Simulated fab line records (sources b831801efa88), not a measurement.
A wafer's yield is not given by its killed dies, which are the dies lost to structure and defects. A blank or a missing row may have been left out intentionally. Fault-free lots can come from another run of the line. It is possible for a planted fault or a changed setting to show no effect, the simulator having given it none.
8D (eight disciplines) problem report, filled in by code | flow sky130 | the parts of the form that need people (team, actions taken, sign-off) are left out

== 1. WHAT WENT WRONG ==
Wafers without a fault read 140.5 nm, standard deviation 2.1; cd_nm at SKY_METAL1_CD_MEAS_15 reads a mean of 159.2 nm on 6 wafers belonging to 2 lots. That is +8.9 standard deviations from the usual mean.
The step: target cd 140 nm.
First observed at day 39 19:25: wafer L859.1, on cd_sem-02. The record has a number at this step for 30 wafers belonging to 10 lots. Rule for "out" (also "out of limits"): further than 4 standard deviations from the usual mean. The rest of the wafers with a number are treated as sound.

== 2. WHAT IT IS AND WHAT IT IS NOT ==
question                    | is                     | is not
which readings at this step | cd_nm                  | -
which lots                  | L859, L861             | L838, L839, L842, L843, L845, L846, L849, L852
which wafers of those lots  | all that have a number | -
read on which gauges        | cd_sem-02              | cd_sem-01
when                        | from day 39 19:25      | up to then (24 sound wafers)

== 3. THE SUSPECTS, EACH WITH WHAT RULES IT OUT ==
Counting: a tool at a process step up to the reading stays a suspect if it ran every lot that is out and no sound lot after the first of them.
- ruled out: the gauge at SKY_METAL1_CD_MEAS_15. All the wafers that are out were read on cd_sem-02, but those of them that SKY_METAL1_EXPOSE_12 has rows for are out there too, on other tools.
- rie_diel-03 at SKY_CONTACT_ETCH_17 (etches SiO2 in C4F8/O2/Ar, stops on Si3N4, target depth 340 nm): kept. It processed each lot that is out, first L859 at day 38 17:11, and no sound lot thereafter; up to then, the last sound lot it processed was L852 at day 36 20:32.
- krf_scanner-02 at SKY_METAL1_EXPOSE_12 (exposes mask MM1, target cd 140 nm): kept. It processed each lot that is out, first L859 at day 39 07:06, and no sound lot thereafter; up to then, the last sound lot it processed was L845 at day 34 11:17. On those wafers its own readings are out: exposure_dose_mJ_cm2.
Remaining after the count are rie_diel-03 at SKY_CONTACT_ETCH_17 and krf_scanner-02 at SKY_METAL1_EXPOSE_12.

== 4. THE CAUSE (what the simulator had put in) ==
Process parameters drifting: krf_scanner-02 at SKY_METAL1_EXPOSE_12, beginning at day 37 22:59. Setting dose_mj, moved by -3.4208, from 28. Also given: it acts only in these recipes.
This tool is one of the 2 suspects left after counting.

== 5. SEQUENCE OF EFFECTS, ordered by route ==
Each row: a reading whose mean over the struck wafers that have a number lies more than 3 standard deviations from the usual. Only readings whose record carries a usual standard deviation are examined. hours: median over the lots of the time between each lot's start at the first step of this table that gives one and its start at this step. sigmas: the change, counted in usual standard deviations.
hours | step                  | reading              | usual    | on struck wafers | change | sigmas
0     | SKY_METAL1_EXPOSE_12  | exposure_dose_mJ_cm2 | 27.983   | 25.297           | -2.686 | -99 or more
13    | SKY_METAL1_CD_MEAS_15 | cd_nm                | 140.5 nm | 159.2            | +18.7  | +8.9
278   | SKY_PAD_OPEN_PROBE_99 | defect_limited_yield | 82.8 %   | 70.5             | -12.3  | -6.8
278   | SKY_PAD_OPEN_PROBE_99 | killed_at_M0_to_M3   | 42       | 99               | +57    | +9.9
278   | SKY_PAD_OPEN_PROBE_99 | killed_dies          | 85       | 145              | +60    | +6.8
278   | SKY_PAD_OPEN_PROBE_99 | killed_on_rim        | 16       | 45               | +29    | +7.7
278   | SKY_PAD_OPEN_PROBE_99 | sort_bin_3_pad_short | 0.9 %    | 12.8             | +11.9  | +29
278   | SKY_PAD_OPEN_PROBE_99 | sort_n_pass          | 407      | 347              | -60    | -6.8
278   | SKY_PAD_OPEN_PROBE_99 | sort_yield_pct       | 82.8 %   | 70.5             | -12.3  | -6.8
The process steps in it:
- SKY_METAL1_EXPOSE_12: exposes mask MM1, target cd 140 nm.
- SKY_PAD_OPEN_PROBE_99

== 6. HOW IT WOULD HAVE BEEN CAUGHT EARLIER ==
In this record the first reading out of limits at a measuring or inspecting step was taken at day 39 19:25, 44 hours after the fault began at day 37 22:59.
At SKY_METAL1_EXPOSE_12, the tool's own readings (exposure_dose_mJ_cm2) were out on each struck wafer the step has a row for, so an alarm limit on them would have fired on the first such wafer.
By day 39 19:25 the whole set of lots that are out, 2 in number, had already begun SKY_METAL1_EXPOSE_12 on krf_scanner-02. None of them would have been spared by holding the tool at that moment.
